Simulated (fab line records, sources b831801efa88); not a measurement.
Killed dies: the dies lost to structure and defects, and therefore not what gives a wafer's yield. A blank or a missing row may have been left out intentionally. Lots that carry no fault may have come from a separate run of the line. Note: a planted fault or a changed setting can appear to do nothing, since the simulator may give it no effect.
The same fault as seen by 2 desks -- flow sky130 -- only its own numbers are on each desk; what lay behind them is given at the end

## METROLOGY DESK
What the gauges read, lot by lot, whatever tool the lot ran on: means of the sampled wafers that have a number. Any lot whose mean is over 4 standard deviations away from the usual mean is out of limits and marked OUT; that distance is given in the brackets.
Columns: A = cd_nm at SKY_SONOS_ONO_CD_MEAS_13, usual 410.0 nm; B = LDD_P_OVL at SKY_LDD_P_OVL_MEAS_08, usual -1.3 nm
lot,first seen here,A,B
L758,day 12 06:41,408.0,0.2
L759,day 12 08:08,411.3,-2.7
L760,day 13 00:52,409.2,1.3
L761,day 13 23:16,408.7,-0.1
L762,day 14 01:55,409.3,-1.4
L763,day 14 18:09,414.0,-1.8
L766,day 15 08:34,409.0,-3.0
L768,day 16 01:02,409.2,-1.2
L769,day 16 06:21,412.2,-1.0
L771,day 16 21:01,409.6,-1.1
L773,day 17 06:47,407.7,0.5
L774,day 17 20:52,408.4,-1.3
L778,day 20 08:40,410.0,-0.8
L781,day 20 12:11,407.4,-1.4
Result from this desk: across the 14 lots, nothing is out of limits.

## AT THE TOOL OWNER'S DESK: implanter-02
For each lot that ran on this tool, the mean over its sampled wafers that have a number, from the tool's own readings at SKY_LDD_N_IMPLANT_10. Any lot whose mean is over 4 standard deviations away from the usual mean is out of limits and marked OUT; that distance is given in the brackets.
Columns: A = rotation_deg at SKY_LDD_N_IMPLANT_10, usual 203.00 degrees
lot,first seen here,A
L759,day 17 10:58,203.01
L766,day 20 15:16,203.00
L768,day 21 17:10,203.02
L771,day 22 15:10,202.99
L773,day 22 23:35,202.98
L778,day 25 22:06,260.76 (+99 or more) OUT
L781,day 26 02:34,260.77 (+99 or more) OUT
Finding of this desk: L778, L781 out of limits; the first was L778 at day 25 22:06, on rotation_deg at SKY_LDD_N_IMPLANT_10. L759, L766, L768, L771, L773 stayed within limits.

## TAKEN TOGETHER
An alarm could have come from the tool owner's desk at day 25 22:06, on L778, L781.
The metrology desk saw nothing out of limits.
The metrology desk holds a record of L778, L781, inside its limits.
All the named lots went through SKY_LDD_N_IMPLANT_10 on implanter-02.

## WHAT THE SIMULATOR HAD INSERTED
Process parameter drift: implanter-02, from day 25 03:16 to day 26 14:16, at SKY_LDD_N_IMPLANT_10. From 203, the setting rotation_deg moved by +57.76. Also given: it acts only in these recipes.
Struck lots among those shown: L778, L781.
How many hours passed from the start of the fault until each desk's first out-of-limits reading: the tool owner's desk, 19.
